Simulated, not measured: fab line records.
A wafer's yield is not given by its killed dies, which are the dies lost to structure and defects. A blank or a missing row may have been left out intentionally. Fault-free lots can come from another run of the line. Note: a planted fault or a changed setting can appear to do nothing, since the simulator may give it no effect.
What tool caused it? + flow gf180mcu + 13 lots with 37 wafers sampled at 2 steps, on a route of 602 steps

WHAT THE GAUGES SHOWED, per wafer
GF_VT_IMPLANT_RS_MEAS_48: uses a four-point probe to measure.
| lot  | measured     | on            | LVPWELL_RS (ohm/sq) |
|------|--------------|---------------|---------------------|
| L205 | day 7 14:49  | film-metro-04 | 1196 1196 1194      |
| L206 | day 7 21:07  | film-metro-02 | 1192 1191 1191      |
| L207 | day 8 03:44  | film-metro-02 | 1194 1193 1196      |
| L208 | day 8 09:48  | film-metro-02 | 1197 1198 1196      |
| L209 | day 8 17:50  | film-metro-04 | 1197 1197 1195      |
| L210 | day 9 01:14  | film-metro-03 | 1197 1200 1199      |
| L211 | day 9 03:52  | film-metro-03 | 1191 1192 1191      |
| L213 | day 9 18:18  | film-metro-03 | 1196 1198 1197      |
| L214 | day 10 02:28 | film-metro-04 | 1197 1199 1196      |
| L222 | day 12 07:08 | film-metro-03 | 1194 1197 1197      |
| L223 | day 12 14:37 | film-metro-04 | 1202 1206           |
| L224 | day 12 20:25 | film-metro-03 | 1195 1196           |
| L227 | day 13 16:05 | film-metro-04 | 1194 1199 1197      |

GF_DUAL_GATE_THK_MEAS_03.
| lot  | measured     | on            | DUAL_GATE_OXIDATION_00_THK (nm) |
|------|--------------|---------------|---------------------------------|
| L205 | day 7 16:44  | film-metro-02 | 10.93 11.11 11.20               |
| L206 | day 7 23:18  | film-metro-01 | 10.93 10.93 11.03               |
| L207 | day 8 06:01  | film-metro-03 | 10.82 10.88 10.77               |
| L208 | day 8 12:23  | film-metro-03 | 10.56 10.60 10.78               |
| L209 | day 8 20:31  | film-metro-01 | 11.29 11.42 11.33               |
| L210 | day 9 03:10  | film-metro-03 | 11.13 11.11 10.85               |
| L211 | day 9 06:01  | film-metro-03 | 11.07 10.87 10.99               |
| L213 | day 9 20:10  | film-metro-03 | 10.88 10.87 10.85               |
| L214 | day 10 04:28 | film-metro-03 | 10.68 10.74 10.67               |
| L222 | day 12 11:29 | film-metro-01 | 11.25 11.28 11.29               |
| L223 | day 12 17:24 | film-metro-03 | 10.95 11.10                     |
| L224 | day 12 22:20 | film-metro-03 | 10.95 11.08                     |
| L227 | day 13 18:05 | film-metro-02 | 11.03 10.80 11.08               |

EACH LOT AND THE TOOL THAT RAN IT (in order: tool; ch and the chambers of the sampled wafers; start)
The record shows no process step preceding these readings.

WHAT THE TOOLS THEMSELVES READ (means of the sampled wafers that have a number; where no wafer has one, the mark that the record gives instead)
The record holds no such reading with a usual standard deviation.

THE ANSWER, worked out from the rows above alone
Rule: what is usual is taken from the lots themselves. The widest of any qualifying gaps counts: lots, ordered by their means at a reading, are off when they make up no more than a third of the lots, leave a main group of 4 or more, and stand apart from it by 3 or more times the standard deviation of that group's means. If all means in a main group match to the digits the tables above print for the reading, that group is not used. Also off: a lot with no number at a reading for which 4 or more lots have one. Where the step has rows for the other lots, those lots are counted as sound. After the gauges, taken in route order, come the tools' own readings; for these a lot's mean is taken, as printed above. The first step at which some lot is off is used, and at that step the reading that is off furthest; a lot without a number counts as furthest.
None of the lots is off at any reading shown; this tells nothing.

WHAT HAD BEEN PUT IN BY THE SIMULATOR
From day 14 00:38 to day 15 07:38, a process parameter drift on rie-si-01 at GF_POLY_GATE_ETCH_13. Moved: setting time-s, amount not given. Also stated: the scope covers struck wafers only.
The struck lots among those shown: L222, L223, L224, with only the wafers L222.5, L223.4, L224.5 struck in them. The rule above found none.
